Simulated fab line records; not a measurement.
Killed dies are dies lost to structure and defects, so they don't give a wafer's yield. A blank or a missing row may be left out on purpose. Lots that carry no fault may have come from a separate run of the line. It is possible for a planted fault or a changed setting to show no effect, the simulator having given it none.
8D (eight disciplines) problem report, filled in by code | flow sky130 | the parts of the form that need people (team, actions taken, sign-off) are left out

## 1. THE PROBLEM
killedAtContacts at SKY_PAD_OPEN_PROBE_99 reads a mean of 76 on 3 wafers of 2 lots; wafers without a fault read 24 with a standard deviation of 4.9. That puts it +11 standard deviations away from the usual mean.
The first sign was on wafer L917.2 at day 50 10:44, on prober-01. The record holds 36 wafers of 12 lots with a number at this step. Rule for "out", or "out of limits": more than 4 standard deviations from the usual mean. The rest of the wafers with a number are treated as sound.

## 2. WHAT IT IS, AND WHAT IT ISN'T
question                    | is                           | is not
which readings at this step | killedAtContacts, killedDies | killed_at_M0_to_M3, killed_at_M4_up, killedAtFrontEnd, killedAtOther, killedOpen
which lots                  | L917, L919                   | L898, L899, L901, L902, L903, L905, L906, L908, L909, L911
which wafers of those lots  | L917.2, L917.5, L919.3       | L917.6, L919.4, L919.6
read on which tools         | prober-01                    | prober-02
when                        | from day 50 10:44            | up to then (30 sound wafers); but 3 sound wafers of L917, L919 came after

## 3. THE SUSPECTS, EACH WITH WHAT RULES IT OUT
Counting: if a tool at a process step up to the reading ran every lot that is out, it stays a suspect. Sound lots after the first of them don't rule it out here, since some wafers of a struck lot are sound.
- hdpcvd-01 at SKY_LI_CONTACT_HDPCVD_00 (deposits PSG, target thk 930 nm, time 155 s): kept. Every lot that is out went through it, the first being L917 (day 34 13:58); the last sound lot it ran before that was L905 (day 30 13:07).
- pvdSputter-03 at SKY_METAL5_SPUTTER_00 (material Ti, target thk 15 nm, time 10 s): kept. Every lot that is out went through it, the first being L917 (day 48 02:47); the last sound lot it ran before that was L905 (day 44 22:54).
- pvdSputter-03 at SKY_METAL5_SPUTTER_03 (material Ti, target thk 5 nm, time 3.3 s): kept. Every lot that is out went through it, the first being L917 (day 48 02:53); the last sound lot it ran before that was L905 (day 44 22:59).
- prober-01 at SKY_PAD_OPEN_PROBE_99: kept. Every lot that is out went through it, the first being L917 (day 50 10:44); the last sound lot it ran before that was L911 (day 49 00:16). Its own killedAtContacts, killedDies readings are out on those wafers.
- At SKY_LI_CONTACT_HDPCVD_00, inside hdpcvd-01: chamber 2 took the wafers that are out, while their sound lot-mates went through chambers 0, 1.
Left after counting: hdpcvd-01 at SKY_LI_CONTACT_HDPCVD_00, pvdSputter-03 at SKY_METAL5_SPUTTER_00, pvdSputter-03 at SKY_METAL5_SPUTTER_03, prober-01 at SKY_PAD_OPEN_PROBE_99.

## 4. THE CAUSE (what the simulator had put in)
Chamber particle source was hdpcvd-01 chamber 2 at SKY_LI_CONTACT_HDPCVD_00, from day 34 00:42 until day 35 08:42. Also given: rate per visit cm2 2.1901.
This tool is one of the 4 suspects left after counting.

## 5. THE EFFECT CHAIN, in route order
One row per reading whose mean, taken over the struck wafers that have a number, lies over 3 standard deviations from the usual. Only readings whose record carries a usual standard deviation are examined. hours: median over the lots of the time between each lot's start at the first step of this table that gives one and its start at this step. sigmas: the change, counted in usual standard deviations.
hours | step                  | reading          | usual | on struck wafers | change | sigmas
0     | SKY_PAD_OPEN_PROBE_99 | killedAtContacts | 24    | 76               | +52    | +11
0     | SKY_PAD_OPEN_PROBE_99 | killedDies       | 87    | 129              | +42    | +4.8
0     | SKY_PAD_OPEN_PROBE_99 | killedOnRim      | 17    | 32               | +15    | +4.1
Its process steps:
- SKY_PAD_OPEN_PROBE_99

## 6. WHAT WOULD HAVE CAUGHT IT SOONER
The fault began at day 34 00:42; the first out-of-limits reading in this record came at day 50 10:44, 394 hours later.
Of the tool readings at SKY_LI_CONTACT_HDPCVD_00 for which the record gives a usual standard deviation, none was out on any struck wafer, so an alarm limit of 4 standard deviations on them would not have fired.
By day 50 10:44, every lot that is out (2) had started SKY_LI_CONTACT_HDPCVD_00 on hdpcvd-01. Had the tool been put on hold then, not one of them would have been saved.
